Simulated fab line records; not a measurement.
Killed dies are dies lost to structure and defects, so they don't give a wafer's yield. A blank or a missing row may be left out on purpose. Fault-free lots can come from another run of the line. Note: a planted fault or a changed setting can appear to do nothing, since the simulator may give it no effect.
2 desks, one fault + flow gf180mcu + what lay behind the numbers comes last; until then each desk has only its own

## THE METROLOGY DESK
What the gauges read, lot by lot, whatever tool the lot ran on: means of the sampled wafers that have a number. If a lot's mean is further than 4 standard deviations from the usual mean, the lot is out of limits and carries the mark OUT (the distance appears in the brackets). Readings shown: 7 of its 11, picked as those furthest out on some lot.
Columns: A = HV_LDD_03_OVL at GF_HV_LDD_OVL_MEAS_47, usual 0.1 nm; B = HV_LDD_CVD_54_THK at GF_HV_LDD_THK_MEAS_55, usual 10.01 nm; C = cd-nm at GF_NSD_CD_MEAS_07, usual 399.9 nm; D = NSD_OVL at GF_NSD_OVL_MEAS_08, usual -0.9 nm; E = NSD_TW at GF_NSD_TW_MEAS_12, usual 4265; F = PSD_OVL at GF_PSD_OVL_MEAS_08, usual -0.2 nm; G = PSD_TW at GF_PSD_TW_MEAS_11, usual 3185
| lot  | first seen here | A    | B     | C     | D    | E    | F    | G    |
|------|-----------------|------|-------|-------|------|------|------|------|
| L992 | day 13 02:18    | 0.8  | 10.19 | 398.5 | -1.2 | 4253 | 0.2  | 3179 |
| L993 | day 13 11:02    | 0.0  | 10.12 | 395.8 | -1.3 | 4208 | 1.2  | 3194 |
| L994 | day 13 13:59    | 0.2  | 9.80  | 399.8 | 0.7  | 4231 | -0.3 | 3191 |
| L996 | day 14 06:02    | -1.2 | 9.88  | 400.2 | -0.7 | 4240 | 0.1  | 3212 |
| L110 | day 18 22:22    | 1.7  | 10.11 | 397.8 | -1.7 | 4302 | -2.8 | 3179 |
| L111 | day 19 06:50    | -1.6 | 9.89  | 398.3 | -1.4 | 4279 | 1.2  | 3195 |
Result from this desk: across the 6 lots, nothing is out of limits.

## DESK OF THE TOOL OWNER: rie-diel-01
The tool's own readings at GF_HV_LDD_ETCHBACK_58 (etches Si3N4 in CH3F/O2, stops on SiO2, time 100 s, target depth 90 nm): means of the sampled wafers that have a number, for each lot that ran on this tool. If a lot's mean is further than 4 standard deviations from the usual mean, the lot is out of limits and carries the mark OUT (the distance appears in the brackets).
Columns: A = bias-w at GF_HV_LDD_ETCHBACK_58, usual 80.00 W; B = drypump-motor-current-A at GF_HV_LDD_ETCHBACK_58, usual 5.7 A; C = oes-product-au at GF_HV_LDD_ETCHBACK_58, usual 0.843 a.u.; D = throttle-valve-pct at GF_HV_LDD_ETCHBACK_58, usual 10.560 %
| lot  | first seen here | A               | B   | C     | D      |
|------|-----------------|-----------------|-----|-------|--------|
| L992 | day 13 05:32    | 79.89           | 5.8 | 0.848 | 10.565 |
| L993 | day 13 14:17    | 68.13 (-54) OUT | 5.1 | 0.844 | 10.564 |
| L994 | day 13 17:19    | 67.82 (-55) OUT | 5.4 | 0.838 | 10.556 |
Finding of this desk: L993, L994 out of limits; the first was L993 at day 13 14:17, on bias-w at GF_HV_LDD_ETCHBACK_58. L992 stayed within limits.

## PUT TOGETHER
An alarm could have come from the tool owner's desk at day 13 14:17, on L993, L994.
The metrology desk saw nothing out of limits.
The metrology desk holds a record of L993, L994, inside its limits.
GF_HV_LDD_ETCHBACK_58 was run on rie-diel-01 by each of the lots named.

## WHAT WAS PUT IN BY THE SIMULATOR
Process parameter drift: rie-diel-01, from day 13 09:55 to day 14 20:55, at GF_HV_LDD_ETCHBACK_58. From 80, the setting bias-w moved by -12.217. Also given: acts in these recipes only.
Lots struck among those shown: L993, L994.
Delay in hours, fault start to first out-of-limits reading, by desk: the tool owner's desk at 4.
